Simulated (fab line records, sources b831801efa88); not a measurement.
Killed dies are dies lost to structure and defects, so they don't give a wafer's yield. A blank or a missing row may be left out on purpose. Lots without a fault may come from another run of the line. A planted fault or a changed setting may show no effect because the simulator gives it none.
Which tool did it? | flow sky130 | 11 lots, 32 wafers sampled, at 3 steps of a route of 708

WHAT THE GAUGES READ, wafer by wafer
SKY_VIA1_THK_MEAS_01.
lot  | measured     | on            | VIA1_HDPCVD_THK (nm)
L737 | day 32 21:04 | film_metro-03 | 1039 1038 1040
L739 | day 33 16:25 | film_metro-04 | 1027 1018 1020
L740 | day 33 19:59 | film_metro-04 | 1032 1032 1029
L742 | day 34 08:24 | film_metro-02 | 1014 1025 1034
L743 | day 34 23:26 | film_metro-02 | 1037 1033 1032
L745 | day 35 10:55 | film_metro-02 | 1025 1027 1020
L747 | day 36 02:10 | film_metro-02 | 1042 1034 1055
L748 | day 36 06:51 | film_metro-04 | 1027 1033 1023
L750 | day 37 09:56 | film_metro-02 | 1032 1023 1039
L751 | day 37 17:29 | film_metro-04 | 1040 1040 1038
L755 | day 38 19:06 | film_metro-04 | 904 889

SKY_METAL2_RS_MEAS_05: measures by four-point-probe.
lot  | measured     | on            | METAL2_ALCU_RS (ohm/sq)
L737 | day 34 01:33 | film_metro-03 | 0.1260 0.1249 0.1252
L739 | day 34 20:24 | film_metro-04 | 0.1266 0.1264 0.1275
L740 | day 35 00:35 | film_metro-03 | 0.1281 0.1286 0.1273
L742 | day 35 12:26 | film_metro-03 | 0.1278 0.1290 0.1280
L743 | day 36 03:16 | film_metro-03 | 0.1253 0.1265 0.1267
L745 | day 36 15:09 | film_metro-03 | 0.1257 0.1261 0.1260
L747 | day 37 06:07 | film_metro-04 | 0.1279 0.1290 0.1302
L748 | day 37 11:20 | film_metro-01 | 0.1294 0.1289 0.1287
L750 | day 38 13:46 | film_metro-01 | 0.1256 0.1254 0.1265
L751 | day 38 21:25 | film_metro-01 | 0.1242 0.1240 0.1245
L755 | day 39 21:33 | film_metro-04 | 0.1268 0.1277

WHICH TOOL RAN EACH LOT (tool, then ch and the chambers of the sampled wafers, then the start)
lot  | SKY_VIA1_HDPCVD_00
L737 | hdpcvd-01 ch 0,1,2, day 32 20:57
L739 | hdpcvd-01 ch 1,2, day 33 16:17
L740 | hdpcvd-01 ch 1,2, day 33 19:52
L742 | hdpcvd-02 ch 2, day 34 08:13
L743 | hdpcvd-02 ch 0,1,2, day 34 23:19
L745 | hdpcvd-02 ch 1,2, day 35 10:47
L747 | hdpcvd-02 ch 0,2, day 36 02:03
L748 | hdpcvd-02 ch 1,2, day 36 06:44
L750 | hdpcvd-01 ch 0,1, day 37 09:49
L751 | hdpcvd-01 ch 1,2, day 37 17:23
L755 | hdpcvd-02 ch 0, day 38 18:58
- SKY_VIA1_HDPCVD_00: deposits SiO2, target thk 1030 nm, time 171.7 s.

WHAT THE TOOLS THEMSELVES READ (means of the sampled wafers that have a number; where no wafer has one, the mark that the record gives instead)
SKY_VIA1_HDPCVD_00.
lot  | tool      | run_length_s (s) | susceptor_temp_C (C)
L737 | hdpcvd-01 | 199.44           | 399.80
L739 | hdpcvd-01 | 199.44           | 400.07
L740 | hdpcvd-01 | 199.73           | 400.07
L742 | hdpcvd-02 | 199.47           | 399.79
L743 | hdpcvd-02 | 199.55           | 399.95
L745 | hdpcvd-02 | 199.64           | 400.19
L747 | hdpcvd-02 | 199.41           | 400.20
L748 | hdpcvd-02 | 199.43           | 400.17
L750 | hdpcvd-01 | 199.75           | 400.04
L751 | hdpcvd-01 | 199.68           | 399.80
L755 | hdpcvd-02 | 176.56           | -

THE ANSWER, worked out from the rows above alone
Rule: what is usual is taken from the lots themselves. Put in order of their means at a reading, lots are off if they are a third of the lots or fewer, leave a main group of 4 or more, and stand apart from it by a gap of 3 or more times the standard deviation of the main group's means; of several such gaps the widest counts. A main group whose means are all the same, to the digits that the tables above print for the reading, isn't used. A lot without any number at a reading at which 4 lots or more have one is off too. The other lots that the step has rows for count as sound. The gauges are gone through in route order, then the tools' own readings, and for those a lot's mean is taken as printed above. The first step at which some lot is off is used, and at that step the reading that is off furthest; a lot without a number counts as furthest.
Off: L755, at SKY_VIA1_THK_MEAS_01 (VIA1_HDPCVD_THK). The main group: mean 1032 nm, standard deviation 7.
A tool fits if, at a process step before that reading, it ran every lot that is off, and no sound lot after the first of them. The gauges at SKY_VIA1_THK_MEAS_01 aren't tried: what is off there is off at SKY_VIA1_HDPCVD_00 too, on other tools, and a gauge's error can't cause that. One fits: hdpcvd-02 at SKY_VIA1_HDPCVD_00. Its last sound lot is L748 (day 36 06:44), its first lot that is off L755 (day 38 18:58): a fault that began between those two fits.
The tool's own readings at SKY_VIA1_HDPCVD_00 bear it out: on the lots that are off they differ by more than 5 times the standard deviation of the sound lots' means. run_length_s reads 176.56 s there against 199.55 s on the sound lots.
Blank at SKY_VIA1_HDPCVD_00 on the lots that are off, where sound lots have numbers: susceptor_temp_C.

WHAT THE SIMULATOR HAD PUT IN
Process parameter drift: hdpcvd-02, from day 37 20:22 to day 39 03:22, at SKY_VIA1_HDPCVD_00. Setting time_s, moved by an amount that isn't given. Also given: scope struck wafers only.
Lots struck among those shown: L755. The rule above found the same.
